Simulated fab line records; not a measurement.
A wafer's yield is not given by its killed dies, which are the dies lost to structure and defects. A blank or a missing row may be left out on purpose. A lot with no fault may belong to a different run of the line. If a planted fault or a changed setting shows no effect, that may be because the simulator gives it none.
Which of the tools did it?	flow gf180mcu	12 lots with 36 wafers sampled at 5 steps, on a route of 602 steps

## WHAT THE GAUGES READ, wafer by wafer
GF_DNWELL_TW_MEAS_09. Usual: for DNWELL_TW the level is 1342 and the standard deviation is 10.
lot	measured	on	DNWELL_TW	flag
L682	day 2 21:02	film-metro-02	1341 1344 1344	
L683	day 3 00:52	film-metro-03	1323 1322 1329	
L684	day 3 06:29	film-metro-02	1350 1354 1352	
L685	day 3 11:29	film-metro-03	1329 1335 1331	
L686	day 3 15:57	film-metro-03	1326 1336 1326	
L687	day 3 22:59	film-metro-01	1369 1374 1370	
L688	day 4 03:16	film-metro-03	1343 1351 1348	
L696	day 5 22:16	film-metro-01	1072 1078 1081	OFF
L697	day 6 03:44	film-metro-03	1079 1090 1088	OFF
L699	day 6 14:08	film-metro-03	1350 1347 1353	
L700	day 6 19:43	film-metro-01	1333 1340 1338	
L704	day 7 17:23	film-metro-01	1339 1339 1344	

GF_LVPWELL_OVL_MEAS_07. Usual: for LVPWELL_OVL the level is -0.2 nm and the standard deviation is 1.6.
lot	measured	on	LVPWELL_OVL (nm)	flag
L682	day 4 00:02	overlay-02	-1.9 -1.9 -2.9	
L683	day 4 04:29	overlay-02	-0.5 -2.7 -2.6	
L684	day 4 09:20	overlay-02	-2.5 -2.4 -4.7	
L685	day 4 15:02	overlay-01	3.8 1.0 1.3	
L686	day 4 20:26	overlay-02	-3.1 -2.3 -0.8	
L687	day 5 03:47	overlay-02	-0.5 -0.9 1.3	
L688	day 5 08:44	overlay-02	1.0 0.7 -0.6	
L696	day 7 06:59	overlay-01	2.2 1.1 0.4	
L697	day 7 11:38	overlay-02	3.7 0.1 -0.1	
L699	day 7 23:19	overlay-02	-2.3 0.1 -2.9	
L700	day 8 04:56	overlay-01	-0.2 0.9 0.0	
L704	day 9 04:08	overlay-02	-2.6 -1.6 0.0	

GF_MVSD_OVL_MEAS_07. Usual: for MVSD_OVL the level is 0.5 nm and the standard deviation is 1.6.
lot	measured	on	MVSD_OVL (nm)	flag
L682	day 4 14:37	overlay-02	1.5 0.3 -1.1	
L683	day 4 18:53	overlay-02	-1.2 -1.2 -1.3	
L684	day 5 00:08	overlay-02	1.2 -0.4 0.6	
L685	day 5 06:47	overlay-02	-0.3 0.8 -0.5	
L686	day 5 11:47	overlay-02	-1.1 0.2 0.4	
L687	day 5 19:14	overlay-02	2.0 0.9 1.1	
L688	day 5 23:56	overlay-02	2.1 -0.7 -1.4	
L696	day 8 00:16	overlay-02	1.4 3.3 -0.3	
L697	day 8 04:59	overlay-02	1.0 0.8 1.0	
L699	day 8 16:07	overlay-02	0.2 0.8 -2.3	
L700	day 8 22:01	overlay-01	0.7 1.4 1.7	
L704	day 9 21:41	overlay-01	-0.4 -0.1 -1.6	

## TOOL THAT RAN EACH LOT (tool first, then ch and the chambers of the sampled wafers, then the start)
lot	GF_DNWELL_IMPLANT_07	GF_LVPWELL_STRIP_10
L682	implanter-03 ch 0, day 2 20:47	plasma-asher-03 ch 0,1, day 4 00:27
L683	implanter-03 ch 0, day 3 00:37	plasma-asher-02 ch 0,1, day 4 04:49
L684	implanter-01 ch 0, day 3 06:14	plasma-asher-04 ch 0,1, day 4 09:40
L685	implanter-03 ch 0, day 3 11:16	plasma-asher-02 ch 0,1, day 4 15:24
L686	implanter-01 ch 0, day 3 15:44	plasma-asher-04 ch 0,1, day 4 20:48
L687	implanter-01 ch 0, day 3 22:45	plasma-asher-04 ch 1, day 5 04:07
L688	implanter-01 ch 0, day 4 03:01	plasma-asher-03 ch 0,1, day 5 09:04
L696	implanter-01 ch 0, day 5 22:01	plasma-asher-04 ch 0,1, day 7 07:19
L697	implanter-01 ch 0, day 6 03:30	plasma-asher-02 ch 0,1, day 7 11:58
L699	implanter-03 ch 0, day 6 13:53	plasma-asher-04 ch 0,1, day 7 23:40
L700	implanter-02 ch 0, day 6 19:28	plasma-asher-03 ch 0,1, day 8 05:16
L704	implanter-03 ch 0, day 7 17:09	plasma-asher-04 ch 0,1, day 9 04:28
- GF_DNWELL_IMPLANT_07
- GF_LVPWELL_STRIP_10: strips in O2/N2.

## WHAT THE TOOLS THEMSELVES READ (means of the sampled wafers that have a number; where no wafer has one, the mark that the record gives instead)
GF_DNWELL_IMPLANT_07. Usual: dose-ions-cm2 9.999e+12, standard deviation 1.2e+10; faraday-current-uA 56.4, standard deviation 1.1.
lot	tool	dose-ions-cm2	faraday-current-uA	flag
L682	implanter-03	9.995e+12	56.5	
L683	implanter-03	1.001e+13	56.1	
L684	implanter-01	9.995e+12	57.3	
L685	implanter-03	9.988e+12	56.1	
L686	implanter-01	1.000e+13	56.3	
L687	implanter-01	1.000e+13	56.8	
L688	implanter-01	1.001e+13	55.3	
L696	implanter-01	5.057e+12	28.5	OFF
L697	implanter-01	5.059e+12	28.5	OFF
L699	implanter-03	9.979e+12	57.1	
L700	implanter-02	9.999e+12	55.6	
L704	implanter-03	1.001e+13	56.1	

GF_LVPWELL_STRIP_10. Usual: drypump-motor-current-A 5.6 A, standard deviation 0.3; heater-power-w 326 W, standard deviation 28; oes-product-au 0.722 a.u., standard deviation 0.0044; strip-time-to-endpoint-s 37.00 s, standard deviation 0.11.
lot	tool	drypump-motor-current-A (A)	heater-power-w (W)	oes-product-au (a.u.)	strip-time-to-endpoint-s (s)	flag
L682	plasma-asher-03	5.6	294	0.723	37.19	
L683	plasma-asher-02	5.9	360	0.729	37.20	
L684	plasma-asher-04	5.6	309	0.723	37.12	
L685	plasma-asher-02	5.6	343	0.726	37.00	
L686	plasma-asher-04	5.6	312	0.718	36.78	
L687	plasma-asher-04	5.5	327	0.723	37.02	
L688	plasma-asher-03	5.6	308	0.721	37.03	
L696	plasma-asher-04	5.6	311	0.719	36.83	
L697	plasma-asher-02	5.6	345	0.720	36.91	
L699	plasma-asher-04	5.5	322	0.721	37.00	
L700	plasma-asher-03	5.6	295	0.724	36.87	
L704	plasma-asher-04	5.5	319	0.722	37.04	

## THE ANSWER, worked out from the rows above alone
Rule: a lot is off if the mean of its wafers that have a number lies more than 3 standard deviations from the usual mean. A lot without any number at a reading at which 4 lots or more have one is off too. All remaining lots with rows at the step are treated as sound. Order of review: gauges by route order, followed by the tools' own readings, for which a lot's mean as printed above is used. The first step at which some lot is off is used, and at that step the reading that is off furthest; a lot without a number counts as furthest.
Off: at GF_DNWELL_TW_MEAS_09 (DNWELL_TW), L696, L697.
If a tool, at a process step before that reading, ran all the lots that are off and no sound lot after the first of them, it fits. The gauges at GF_DNWELL_TW_MEAS_09 aren't tried: what is off there is off at GF_DNWELL_IMPLANT_07 too, on other tools, and a gauge's error can't cause that. One fits: GF_DNWELL_IMPLANT_07 on implanter-01. Its last sound lot is L688 (day 4 03:01), its first lot that is off L696 (day 5 22:01): a fault that began between those two fits.
The tool's own readings at GF_DNWELL_IMPLANT_07 bear it out: on the lots that are off they differ by more than 5 times the standard deviation of the sound lots' means. dose-ions-cm2 reads 5.058e+12 there against 9.999e+12 on the sound lots; faraday-current-uA reads 28.5 there against 56.3 on the sound lots.

## WHAT THE SIMULATOR HAD INSERTED
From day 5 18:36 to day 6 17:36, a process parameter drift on implanter-01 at GF_DNWELL_IMPLANT_07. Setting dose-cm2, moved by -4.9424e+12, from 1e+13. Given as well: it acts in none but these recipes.
Shown lots that were struck: L696, L697. The rule above reached the same finding.
